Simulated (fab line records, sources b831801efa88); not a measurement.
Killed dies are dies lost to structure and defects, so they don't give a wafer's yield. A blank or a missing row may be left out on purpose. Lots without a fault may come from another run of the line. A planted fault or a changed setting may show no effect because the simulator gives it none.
fab line records | flow sky130
record lots=11 wafers=33 last_day=49
route steps=708 shown VIA2@519 METAL3@566 PAD_OPEN@708
lots that met no fault: from a run of the same line without faults
start_h: hours from the record's first day to the start of the lot's first wafer shown | wait_h: hours since the lot's step before | " the same as in the row above | L1.1+2: a row that stands for several wafers | - no value, or no start given | * or withheld: withheld | < > ~ a bound
route shown NAME@n: a module of which the file shows steps, and the number in the route of the first | usual: mean/standard deviation of fault-free wafers | same: alike in all rows | chamber/n: place in a boat | sites: the reading at each site | _std_site: their standard deviation | _edge_site: outer sites' mean less inner sites' | radius_mm: how far each site lies from the wafer's centre | mask NAME#n: copy n | behind: the tool/chamber that last shaped the wafer | hold: why the lot was held/for how many hours/how that ended | device: the transistor (n, p or np) that didn't switch | end of line: the same wafers' tests at the end of the route | a step without rows: its recipe alone | killed: dies lost to structure and defects at the first sort, not the wafer's yield | map: a wafer's dies, x killed, . not, _ none there
set.NAME: the setting as run; set.NAME@STEP: as run at that earlier step | model.NAME: the simulator's own value behind a step, which no gauge read
steps of the route over a sample of lots; a table a step, a row a wafer
services: from which hour (start_h, from the record's first day; less than 0 if before it) a tool's chamber was out of use, for how many hours, and why
## steps
# step SKY_VIA2_CD_MEAS_12
# recipe target_cd_nm=200
# usual cd_nm=200.4/1.5
# columns lot.wafer tool chamber start_h wait_h cd_nm
L622.1 cd_sem-01 - 869.40 - 200.2
L622.2 " - " " 201.6
L622.3 " - " " 201.7
L624.2 cd_sem-02 - 894.43 - 200.7
L624.4 " - " " 199.8
L624.6 " - " " 200.5
L625.2 cd_sem-01 - 902.53 - 201.9
L625.3 " - " " 202.9
L625.4 " - " " 203.3
L626.2 cd_sem-01 - 912.07 - 201.1
L626.3 " - " " 200.3
L626.4 " - " " 200.7
L628.1 cd_sem-02 - 919.16 - 200.6
L628.3 " - " " 199.7
L628.4 " - " " 199.4
L629.1 cd_sem-01 - 931.95 - 201.1
L629.2 " - " " 202.4
L629.4 " - " " 201.1
L632.3 cd_sem-02 - 954.72 - 200.1
L632.5 " - " " 200.2
L632.6 " - " " 199.9
L634.1 cd_sem-01 - 963.61 - 200.6
L634.5 " - " " 201.4
L634.6 " - " " 201.6
L635.2 cd_sem-01 - 966.93 - 200.4
L635.4 " - " " 197.2
L635.6 " - " " 197.9
L636.1 cd_sem-02 - 978.72 - 198.4
L636.4 " - " " 199.4
L636.5 " - " " 199.2
L637.1 cd_sem-02 - 982.07 - 199.5
L637.2 " - " " 200.4
L637.3 " - " " 201.9
# step SKY_VIA2_ETCH_14
# recipe chemistry=N2/H2 target=BARC ion_energy_ev=200 source_w=500 bias_w=100 pressure_mtorr=30 n2_flow_sccm=100 h2_flow_sccm=200 stop_on=SiO2 time_s=45.9 target_depth_a=600
# usual bias_w=100.0/0.32 drypump_motor_current_A=5.7/0.36 oes_product_au=0.855/0.0048 throttle_valve_pct=13.226/0.0096
# same time_s=45.9
# columns lot.wafer tool chamber start_h wait_h bias_w drypump_motor_current_A oes_product_au rf_hours_counter_h throttle_valve_pct
L622.1 rie_diel-01 0 869.56 0.0 100.1 5.8 0.857 8 13.230
L622.2 " 1 " " 99.4 5.9 0.859 9 13.240
L622.3 " 3 " " 99.6 5.7 0.854 10 13.217
L624.2 rie_diel-02 1 894.56 0.0 99.8 5.6 0.857 8 13.221
L624.4 " 0 " " 100.4 5.5 0.860 6 13.226
L624.6 " 0 " " 100.2 5.5 0.850 - 13.230
L625.2 rie_diel-02 1 902.66 0.0 99.8 5.6 0.859 8 13.237
L625.3 " 2 " " 99.7 6.2 0.860 8 13.198
L625.4 " 3 " " 100.3 6.0 0.859 14 13.229
L626.2 rie_diel-04 0 912.21 0.0 99.8 5.1 0.856 6 13.220
L626.3 " 2 " " 100.0 4.8 0.854 20 13.229
L626.4 " 1 " " 99.7 5.8 0.858 30 13.223
L628.1 rie_diel-04 3 919.31 0.0 99.6 5.6 0.855 3 13.248
L628.3 " 2 " " 99.8 4.9 0.849 20 13.227
L628.4 " 0 " " 99.9 5.1 0.851 6 13.229
L629.1 rie_diel-01 3 932.11 0.0 100.3 5.7 0.853 12 13.235
L629.2 " 2 " " 100.0 6.0 0.852 19 13.227
L629.4 " 1 " " 100.2 5.9 0.855 10 13.224
L632.3 rie_diel-02 1 954.83 0.0 100.2 5.6 0.846 10 13.223
L632.5 " 2 " " 100.2 6.3 0.858 - 13.209
L632.6 " 3 " " 99.9 6.0 0.856 - 13.221
L634.1 rie_diel-01 2 963.76 0.0 100.1 6.0 0.866 20 13.223
L634.5 " 0 " " 100.0 5.8 0.853 - 13.218
L634.6 " 1 " " 100.2 5.9 0.855 - 13.216
L635.2 rie_diel-02 3 967.06 0.0 100.3 6.0 0.848 16 13.228
L635.4 " 2 " " 99.8 6.3 0.854 10 13.239
L635.6 " 1 " " 100.1 5.6 0.857 - 13.237
L636.1 rie_diel-04 1 978.88 0.0 100.0 5.8 0.858 1 13.205
L636.4 " 3 " " 99.4 5.6 0.860 5 13.212
L636.5 " 0 " " 99.6 5.1 0.852 - 13.224
L637.1 rie_diel-04 3 982.23 0.0 99.8 5.6 0.855 5 13.241
L637.2 " 1 " " 100.1 5.8 0.848 1 13.233
L637.3 " 0 " " 100.5 5.1 0.851 8 13.221
# step SKY_VIA2_RS_MEAS_22
# recipe thk_meas_gauge=four-point-probe reads=W_of_VIA2_CVD_21+TiN_of_VIA2_SPUTTER_20
# usual VIA2_W_RS=0.2738/0.0025
# columns lot.wafer tool chamber start_h wait_h VIA2_W_RS[ohm/sq]
L622.1 film_metro-01 - 870.49 0.1 0.2725
L622.2 " - " " 0.2744
L622.3 " - " " 0.2784
L624.2 film_metro-02 - 895.51 0.1 0.2704
L624.4 " - " " 0.2705
L624.6 " - " " 0.2699
L625.2 film_metro-01 - 903.61 0.1 0.2758
L625.3 " - " " 0.2743
L625.4 " - " " 0.2743
L626.2 film_metro-03 - 913.12 0.1 0.2716
L626.3 " - " " 0.2725
L626.4 " - " " 0.2709
L628.1 film_metro-02 - 920.25 0.1 0.2701
L628.3 " - " " 0.2710
L628.4 " - " " 0.2730
L629.1 film_metro-01 - 933.00 0.1 0.2786
L629.2 " - " " 0.2734
L629.4 " - " " 0.2758
L632.3 film_metro-01 - 955.93 0.2 0.2709
L632.5 " - " " 0.2715
L632.6 " - " " 0.2733
L634.1 film_metro-02 - 964.66 0.1 0.2702
L634.5 " - " " 0.2721
L634.6 " - " " 0.2719
L635.2 film_metro-02 - 968.01 0.1 0.2754
L635.4 " - " " 0.2711
L635.6 " - " " 0.2739
L636.1 film_metro-01 - 979.77 0.1 0.2707
L636.4 " - " " 0.2710
L636.5 " - " " 0.2713
L637.1 film_metro-01 - 983.13 0.1 0.2769
L637.2 " - " " 0.2739
L637.3 " - " " 0.2752
# step SKY_METAL3_ETCH_16
# recipe chemistry=N2/H2 target=BARC ion_energy_ev=200 bias_w=100 pressure_mtorr=30 n2_flow_sccm=100 h2_flow_sccm=200 icp_w=500 stop_on=SiO2 time_s=88.2 target_depth_a=600
# usual bias_w=99.99/0.3 drypump_motor_current_A=5.8/0.39 oes_product_au=0.625/0.0048 throttle_valve_pct=13.205/0.0092
# same time_s=88.2
# columns lot.wafer tool chamber start_h wait_h bias_w drypump_motor_current_A oes_product_au rf_hours_counter_h throttle_valve_pct
L622.1 rie_metal-04 1 922.69 0.0 100.03 6.4 0.625 5 13.215
L622.2 " 0 " " 100.15 5.7 0.621 18 13.215
L622.3 " 0 " " 100.17 5.7 0.622 - 13.212
L624.2 rie_metal-02 1 947.75 0.0 100.20 5.6 0.621 13 13.213
L624.4 " 0 " " 100.36 5.3 0.630 - 13.197
L624.6 " 0 " " 100.22 5.3 0.625 - 13.219
L625.2 rie_metal-01 0 955.10 0.0 100.09 5.5 0.626 2 13.201
L625.3 " 1 " " 99.91 6.1 0.626 - 13.217
L625.4 " 0 " " 99.79 5.5 0.638 - 13.208
L626.2 rie_metal-01 1 963.98 0.0 99.89 6.1 0.625 6 13.216
L626.3 " 1 " " 100.23 6.0 0.625 - 13.203
L626.4 " 0 " " 99.41 5.5 0.627 - 13.197
L628.1 rie_metal-02 1 971.60 0.0 99.72 5.6 0.628 14 13.203
L628.3 " 0 " " 99.96 5.3 0.626 - 13.211
L628.4 " 1 " " 99.72 5.6 0.631 - 13.208
L629.1 rie_metal-02 1 982.59 0.0 99.87 5.6 0.630 15 13.201
L629.2 " 0 " " 100.44 5.3 0.621 11 13.198
L629.4 " 0 " " 100.30 5.3 0.624 - 13.211
L632.3 rie_metal-01 0 1005.67 0.0 95.92 5.5 0.629 - 13.215
L632.5 " 0 " " 96.25 5.5 0.631 - 13.202
L632.6 " 1 " " 96.31 6.0 0.616 - 13.217
L634.1 rie_metal-04 0 1013.80 0.0 100.05 5.7 0.625 4 13.228
L634.5 " 1 " " 100.14 6.4 0.617 - 13.196
L634.6 " 0 " " 99.97 5.8 0.627 - 13.208
L635.2 rie_metal-02 0 1016.99 0.0 99.71 5.3 0.619 13 13.216
L635.4 " 0 " " 100.10 5.3 0.632 - 13.221
L635.6 " 1 " " 99.86 5.6 0.622 - 13.210
L636.1 rie_metal-04 0 1028.05 0.0 100.16 5.7 0.636 5 13.195
L636.4 " 1 " " 99.65 6.4 0.627 - 13.211
L636.5 " 1 " " 99.41 6.4 0.633 - 13.185
L637.1 rie_metal-01 1 1030.58 0.0 96.40 6.1 0.625 10 13.196
L637.2 " 0 " " 96.50 5.5 0.621 6 13.206
L637.3 " 0 " " 96.49 5.5 0.626 - 13.217
# step SKY_PAD_OPEN_PROBE_99
# usual defect_limited_yield=82.6/1.9 killed_at_M0_to_M3=43/6.5 killed_at_M4_up=3.2/1.8 killed_at_contacts=24/5 killed_at_front_end=15/4.1 killed_at_other=0.3/0.54 killed_dies=85/9.3 killed_open=47/7.2 killed_short=39/5.9 sort_bin_3_pad_short=0.9/0.4 sort_bin_5_function=10.3/1.5 sort_bin_6_memory=6.2/1.2 sort_n_pass=407/9.3 sort_yield_pct=82.6/1.9
# same gross_dies=492 killed_at_back_side=0 sort_bin_4_leakage[%]=0 sort_bin_8_speed[%]=0
# columns lot.wafer tool chamber start_h wait_h defect_limited_yield[%] killed_at_M0_to_M3 killed_at_M4_up killed_at_contacts killed_at_front_end killed_at_other killed_dies killed_open killed_short sort_bin_3_pad_short[%] sort_bin_5_function[%] sort_bin_6_memory[%] sort_n_pass sort_yield_pct[%]
L634.1 prober-02 - 1165.71 0.1 80.3 44 4 28 21 0 97 60 37 0.6 11.8 7.3 395 80.3
L634.5 prober-02 - 1165.91 0.2 81.1 49 2 27 15 0 93 46 47 1.6 12.4 4.9 399 81.1
L634.6 prober-02 - 1165.96 0.2 79.1 59 3 24 17 0 103 62 41 1.2 12.4 7.3 389 79.1
L635.2 prober-01 - 1167.52 0.1 82.3 49 7 19 12 0 87 42 45 1.4 8.1 8.1 405 82.3
L635.4 prober-01 - 1167.62 0.2 85.2 42 1 23 7 0 73 45 28 1.0 9.6 4.3 419 85.2
L635.6 prober-01 - 1167.72 0.2 83.3 37 2 23 20 0 82 43 39 1.0 8.7 6.9 410 83.3
# killed by level:class
L634.1 CONTACT:geometric_particle:open=11 VIA3:geometric_particle:open=10 LI_CONTACT:geometric_particle:open=8 VIA1:geometric_particle:open=8 CONTACT:geometric_particle:short=6 FIELD_ISO:geometric_particle:short=5 METAL1:geometric_particle:short=5 VIA2:geometric_particle:open=5
L634.5 CONTACT:geometric_particle:open=14 METAL2:geometric_particle:short=9 VIA1:geometric_particle:open=7 METAL1:geometric_particle:short=6 METAL3:geometric_particle:short=6 VIA2:geometric_particle:open=5 CONTACT:geometric_particle:short=5 FIELD_ISO:geometric_particle:open=4
L634.6 VIA1:geometric_particle:open=14 CONTACT:geometric_particle:open=10 VIA3:geometric_particle:open=9 VIA2:geometric_particle:open=7 METAL1:geometric_particle:short=7 VIA1:geometric_particle:short=7 METAL2:geometric_particle:short=7 FIELD_ISO:geometric_particle:open=6
L635.2 VIA1:geometric_particle:open=9 VIA1:geometric_particle:short=8 CONTACT:geometric_particle:open=7 METAL2:geometric_particle:short=7 VIA2:geometric_particle:open=6 FIELD_ISO:geometric_particle:short=5 VIA3:geometric_particle:open=5 CONTACT:geometric_particle:short=5
L635.4 CONTACT:geometric_particle:open=12 VIA1:geometric_particle:open=9 LI_CONTACT:geometric_particle:open=7 METAL1:geometric_particle:short=7 VIA2:geometric_particle:open=7 FIELD_ISO:geometric_particle:short=6 VIA3:geometric_particle:open=6 METAL2:geometric_particle:short=6
L635.6 FIELD_ISO:geometric_particle:open=9 VIA1:geometric_particle:short=8 LI_CONTACT:geometric_particle:open=6 CONTACT:geometric_particle:open=6 VIA1:geometric_particle:open=6 VIA2:geometric_particle:open=6 CONTACT:geometric_particle:short=5 VIA3:geometric_particle:open=5
## services
# columns tool chamber start_h hours kind
rie_metal-01 0 902.91 - clean
rie_metal-01 0 902.91 15.1 scheduled_down
rie_metal-01 0 902.91 15.1 vent_cycle
rie_metal-02 1 903.83 13.9 repair
rie_diel-01 3 924.05 4.1 repair
rie_metal-04 0 927.28 - clean
rie_metal-04 0 927.28 16.1 scheduled_down
rie_metal-04 0 927.28 16.1 vent_cycle
rie_diel-04 1 936.15 7.9 repair
rie_diel-04 1 944.02 - clean
rie_diel-04 1 944.02 13.4 scheduled_down
rie_diel-04 1 944.02 13.4 vent_cycle
rie_diel-01 3 951.06 4.3 repair
rie_diel-01 3 972.41 4.2 repair
rie_diel-01 - 975.29 4.3 pm
rie_metal-02 1 985.15 4.3 repair
rie_diel-02 3 986.46 13.8 repair
rie_diel-01 3 1010.58 3.6 repair
rie_diel-02 0 1011.24 6.9 repair
## key
first_sign step=SKY_METAL3_ETCH_16 reading=bias_w direction=down sigmas=12 usual=99.99 struck=96.31
effect none on later readings
met_at SKY_METAL3_ETCH_16
struck_lots L632,L637
not_acting_at SKY_VIA2_CD_MEAS_12,SKY_VIA2_ETCH_14,SKY_VIA2_RS_MEAS_22
onset_between 963.98 1005.67
fault kind=process_parameter_drift tool=rie_metal-01 chamber=- onset_h=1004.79 steps=SKY_METAL3_ETCH_16 channel=bias_w offset=-3.8961 shape=step end_h=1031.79 acts_in=these_recipes_only stated=100
